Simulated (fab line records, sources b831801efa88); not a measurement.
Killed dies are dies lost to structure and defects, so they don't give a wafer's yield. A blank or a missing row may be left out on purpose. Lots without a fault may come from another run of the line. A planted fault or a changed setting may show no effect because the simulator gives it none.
Problem report in the 8D (eight disciplines) form, filled by code | flow gf180mcu | the parts of the form that need people (team, actions taken, sign-off) are left out

1. THE PROBLEM
chamber_pressure_pa at GF_M1_SPUTTER_03 reads a mean of 0.3385 Pa on 2 wafers of 2 lots; wafers without a fault read 0.2999 Pa with a standard deviation of 0.00061. That is +63 standard deviations from the usual mean.
The step: material Ti, target thk 10 nm, time 6.7 s.
First seen on wafer L825.5, day 21 13:15, on pvd_sputter-04. The record holds 39 wafers of 13 lots with a number at this step. Rule for "out", or "out of limits": more than 4 standard deviations from the usual mean. The other wafers with a number count as sound.

2. WHAT IT IS AND WHAT IT IS NOT
question                    | is                  | is not
which readings at this step | chamber_pressure_pa | cathode_dc_power_W, throttle_valve_pct
which lots                  | L825, L826          | L812, L813, L815, L816, L817, L819, L829, L831, L833, L834, L835
which wafers of those lots  | L825.5, L826.3      | L825.2, L825.3, L826.2, L826.5
read on which tools         | pvd_sputter-04      | pvd_sputter-01, pvd_sputter-02
when                        | from day 21 13:15   | up to then (20 sound wafers); but 17 sound wafers of L826, L829, L831, L833, L834, L835 came after

3. SUSPECTS, AND WHAT RULES EACH OUT
Counting: a tool at a process step up to the reading stays a suspect if it ran every lot that is out. Sound lots after the first of them don't rule it out here, since some wafers of a struck lot are sound.
- pvd_sputter-01 at GF_CONTACT_SPUTTER_22 (material Ti, target thk 15 nm, time 80.02 s): kept. It ran every lot that is out, first L825 (day 21 12:25); its last sound lot up to then is L819 (day 19 15:23).
- pvd_sputter-01 at GF_CONTACT_SPUTTER_23 (material TiN, target thk 10 nm, time 40 s): kept. It ran every lot that is out, first L825 (day 21 12:28); its last sound lot up to then is L819 (day 19 15:27).
- pvd_sputter-04 at GF_M1_SPUTTER_03 (material Ti, target thk 10 nm, time 6.7 s): kept. It ran every lot that is out, first L825 (day 21 13:15); its last sound lot up to then is L816 (day 18 07:28). Its own readings are out on those wafers: chamber_pressure_pa.
Left after counting: pvd_sputter-01 at GF_CONTACT_SPUTTER_22, pvd_sputter-01 at GF_CONTACT_SPUTTER_23, pvd_sputter-04 at GF_M1_SPUTTER_03.

4. THE CAUSE (what the simulator had put in)
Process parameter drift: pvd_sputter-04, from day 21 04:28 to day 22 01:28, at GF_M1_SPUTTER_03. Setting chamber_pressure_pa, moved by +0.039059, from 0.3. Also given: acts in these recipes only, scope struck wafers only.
Counting left 3 suspects, and this tool is among them.

5. THE CHAIN OF EFFECTS, in route order
Each row: a reading whose mean over the struck wafers that have a number lies more than 3 standard deviations from the usual. Only readings for which the record gives a usual standard deviation are gone through. hours: the time from each lot's start at the first step in this table that gives one to its start at this step, as a median over the lots. sigmas: the change in usual standard deviations.
hours | step             | reading             | usual     | on struck wafers | change  | sigmas
0     | GF_M1_SPUTTER_03 | chamber_pressure_pa | 0.2999 Pa | 0.3385           | +0.0386 | +63
The process steps in it:
- GF_M1_SPUTTER_03: material Ti, target thk 10 nm, time 6.7 s.
Later measuring or inspecting steps at which every struck wafer that the step has a row for has a number for every such reading, and none has moved that far: GF_M1_RS_MEAS_05.

6. WHAT WOULD HAVE CAUGHT IT SOONER
In this record the first reading out of limits was taken at day 21 13:15, 9 hours after the fault began at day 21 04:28.
